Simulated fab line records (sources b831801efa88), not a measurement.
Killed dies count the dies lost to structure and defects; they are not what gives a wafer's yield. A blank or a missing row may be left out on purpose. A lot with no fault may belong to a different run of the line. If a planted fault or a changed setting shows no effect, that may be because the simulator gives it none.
Split-lot experiment | flow sfqLine | 5 lots, 23 wafers read, on a route of 325 steps

THE SPLIT
At SFQ_TRILAYER_I2_CMP_CMP_064 (polishes SiO2), the setting leaveAboveRefNm was moved away from the recipe's 200 nm on 11 of the 23 wafers read, by -7.0% to +2.0%. The other wafers ran this setting at the recipe's value.

FROM THE SPLIT TO THE READING: what the file shows between them, 6 steps
- SFQ_TRILAYER_I2_METRO_MEASURE_065
- SFQ_TRILAYER_I2_VIA_LITHO_COAT_067: resist thk 650 nm (also split here: resistThkNm)
- SFQ_TRILAYER_I2_VIA_LITHO_SOFTBAKE_071
- SFQ_TRILAYER_I2_VIA_LITHO_EXPOSE_068: exposes mask I2, target cd 500 nm
- SFQ_TRILAYER_I2_VIA_LITHO_DEVELOP_069: time 60 s
- SFQ_TRILAYER_I2_VIA_BARC_OPEN_VIA_ETCH_096: etches BARC in O2, target depth 125 nm, time 41.7 s

THE READING
oesProductAu, in a.u., at SFQ_TRILAYER_I2_VIA_ETCH_VIA_ETCH_070 (etches SiO2 in CHF3, stops on Nb, target depth 260 nm). Typical for fault-free wafers on this fab line: 0.854 a.u., with standard deviation 0.0053 a.u.

wafer  | tool, chamber at the split | leaveAboveRefNm as run, nm | against the recipe | oesProductAu, a.u. | against lot-mates on the recipe
L076.1 | cmp-02, 2                  | 194.1                      | -3.0%              | 0.833              | -0.026
L076.2 | cmp-02, 3                  | 200                        | recipe             | 0.855              | -
L076.3 | cmp-02, 0                  | 194.1                      | -3.0%              | 0.840              | -0.019
L076.4 | cmp-02, 1                  | 194.1                      | -3.0%              | 0.847              | -0.012
L076.5 | cmp-02, 1                  | 200                        | recipe             | 0.863              | -
L077.1 | cmp-02, 1                  | 186.1                      | -7.0%              | 0.825              | -0.026
L077.3 | cmp-02, 2                  | 200                        | recipe             | 0.847              | -
L077.4 | cmp-02, 3                  | 200                        | recipe             | 0.856              | -
L077.5 | cmp-02, 3                  | 200                        | recipe             | 0.850              | -
L077.6 | cmp-02, 2                  | 186.1                      | -7.0%              | 0.822              | -0.029
L078.1 | cmp-01, 3                  | 204.1                      | +2.0%              | 0.870              | +0.017
L078.3 | cmp-01, 2                  | 200                        | recipe             | 0.856              | -
L078.4 | cmp-01, 1                  | 200                        | recipe             | 0.850              | -
L078.5 | cmp-01, 1                  | 204.1                      | +2.0%              | 0.860              | +0.007
L078.6 | cmp-01, 0                  | 204.1                      | +2.0%              | 0.863              | +0.010
L080.1 | cmp-01, 2                  | 193.8                      | -3.1%              | 0.835              | -0.023
L080.3 | cmp-01, 1                  | 200                        | recipe             | 0.859              | -
L080.4 | cmp-01, 3                  | 193.8                      | -3.1%              | 0.832              | -0.026
L080.5 | cmp-01, 2                  | 200                        | recipe             | 0.857              | -
L080.6 | cmp-01, 3                  | 193.8                      | -3.1%              | 0.843              | -0.015
L082.3 | cmp-01, 3                  | 200                        | recipe             | 0.856              | -
L082.4 | cmp-01, 1,2                | 200                        | recipe             | 0.857              | -
L082.6 | cmp-01, 1,2                | 200                        | recipe             | 0.855              | -
Rows listing several chambers each stand for several wafers; the file does not say which wafer went through which chamber.

FIT RESULTS
A straight line over all 23 wafers: oesProductAu changes by +0.0048 a.u. for each +1% of leaveAboveRefNm; r = +0.93; the points scatter about the line by 0.0047 a.u.
The same after taking each lot's own level away (the mean of its wafers on the recipe; 23 wafers): +0.00488 a.u. for each +1%; r = +0.92; scatter 0.0052 a.u.
That fit puts the effect of the largest move of leaveAboveRefNm on the reading at 0.034 a.u.
Measured against the standard deviation above, the lots' own levels, which go from 0.8510 to 0.8590 a.u., span 1.5 times it.
The two slopes agree, so the slope changes little with the lot-to-lot level.
Check: -0.0382 a.u. against its lot-mates is what the line predicts for one of the wafers moved furthest among these (-7.0%) when that wafer is left out of the fit. It came out at -0.026 a.u. against them.

ADDITIONAL SPLITS CARRIED BY THESE WAFERS
Note: prior to the reading, these wafers also went through further splits. Each is held against what the fit with the lots' levels taken away leaves over:
other split on the same wafers                 | wafers away from the commonest value | r with oesProductAu (lot level and that fit taken away)
SFQ_TRILAYER_I2_VIA_LITHO_COAT_067 resistThkNm | 7                                    | +0.22

THE WHOLE CHAIN: every reading that the file lists as answering this split, in the file's order
step                                  | what it does                                          | reading                                                                                  | change (the file's fit)                   | r (the file's)
SFQ_TRILAYER_I2_CMP_CMP_064           | polishes SiO2                                         | SiO2_of_TRILAYER_I2_DEP_PECVD_063.thkNm (the simulator's own value, which no gauge read) | +2.26 nm for each +1% of the setting      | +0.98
SFQ_TRILAYER_I2_METRO_MEASURE_065     |                                                       | thkNm                                                                                    | +2.28 nm for each +1% of the setting      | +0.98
SFQ_TRILAYER_I2_VIA_ETCH_VIA_ETCH_070 | etches SiO2 in CHF3, stops on Nb, target depth 260 nm | oesProductAu                                                                             | +0.00476 a.u. for each +1% of the setting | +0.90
SFQ_TRILAYER_I2_VIA_ETCH_VIA_ETCH_070 | etches SiO2 in CHF3, stops on Nb, target depth 260 nm | I2.featureDepthNm (the simulator's own value, which no gauge read)                       | +2.26 nm for each +1% of the setting      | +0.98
SFQ_TRILAYER_I2_VIA_ETCH_VIA_ETCH_070 | etches SiO2 in CHF3, stops on Nb, target depth 260 nm | etch.depthNm (the simulator's own value, which no gauge read)                            | +2.33 nm for each +1% of the setting      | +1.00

FILE'S OWN FIT
oesProductAu changes by +0.00476 a.u. for each +1% of leaveAboveRefNm, r = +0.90.
